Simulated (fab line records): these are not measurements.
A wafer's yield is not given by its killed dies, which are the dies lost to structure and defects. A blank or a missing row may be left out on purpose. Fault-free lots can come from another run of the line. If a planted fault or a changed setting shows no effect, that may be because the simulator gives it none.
Chamber matching :: flow sky130 :: 4 sister chambers for SKY_METAL4_ETCH_17 on rie_diel-03
The step etches SiO2 in C4F8/O2/Ar, stops on TiN, time 3.9 s, target depth 15 nm. 8 wafers are shown with their chamber, then 8 later ones without.

WAFERS PAIRED WITH THEIR CHAMBERS
wafer: L081.6
chamber: 0
bias_w (W): 1196
oes_product_au (a.u.): 0.752

wafer: L082.1
chamber: 1
bias_w (W): 1199
oes_product_au (a.u.): 0.744

wafer: L082.5
chamber: 1
bias_w (W): 1199
oes_product_au (a.u.): 0.751

wafer: L084.5
chamber: 2
bias_w (W): 1199
oes_product_au (a.u.): 0.752

wafer: L089.3
chamber: 0
bias_w (W): 1194
oes_product_au (a.u.): 0.755

wafer: L089.4
chamber: 3
bias_w (W): 1200
oes_product_au (a.u.): 0.768

wafer: L089.6
chamber: 3
bias_w (W): 1199
oes_product_au (a.u.): 0.765

wafer: L090.3
chamber: 2
bias_w (W): 1201
oes_product_au (a.u.): 0.750

WAFERS MISSING THEIR CHAMBER
wafer: L090.5
bias_w (W): 1202
oes_product_au (a.u.): 0.748

wafer: L090.6
bias_w (W): 1201
oes_product_au (a.u.): 0.758

wafer: L094.1
bias_w (W): 1197
oes_product_au (a.u.): 0.752

wafer: L094.2
bias_w (W): 1196
oes_product_au (a.u.): 0.755

wafer: L094.3
bias_w (W): 1196
oes_product_au (a.u.): 0.766

wafer: L094.4
bias_w (W): 1204
oes_product_au (a.u.): 0.764

wafer: L094.5
bias_w (W): 1203
oes_product_au (a.u.): 0.771

wafer: L094.6
bias_w (W): 1203
oes_product_au (a.u.): 0.767

THE CHAMBER EACH PASSED THROUGH
wafer: L090.5
from the rows above: can't be placed: 2 or 1
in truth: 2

wafer: L090.6
from the rows above: can't be placed: 2 or 3 or 1
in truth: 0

wafer: L094.1
from the rows above: can't be placed: 0 or 1 or 2
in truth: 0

wafer: L094.2
from the rows above: 0
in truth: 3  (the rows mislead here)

wafer: L094.3
from the rows above: can't be placed: 3 or 0
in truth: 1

wafer: L094.4
from the rows above: can't be placed: 3 or 2
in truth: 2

wafer: L094.5
from the rows above: 3
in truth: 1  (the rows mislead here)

wafer: L094.6
from the rows above: 3
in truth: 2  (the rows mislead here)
0 of 8 placed correctly. Not placeable from these rows: 5 (in 3, the candidates include the true chamber). Number placed wrongly: 3.
How it was worked out, from the rows above alone: a wafer's distance from a chamber is the root of the sum, over the readings, of the square of ((its reading less the chamber's mean) divided by the reading's scatter). The wafer belongs to the nearest chamber; if the next one is less than 2 further off, it can't be placed. Each chamber's mean is taken over the wafers shown for it. The scatter: the root of (the sum of the squares of (reading less its chamber's mean) over the shown wafers, divided by (wafers less chambers)).
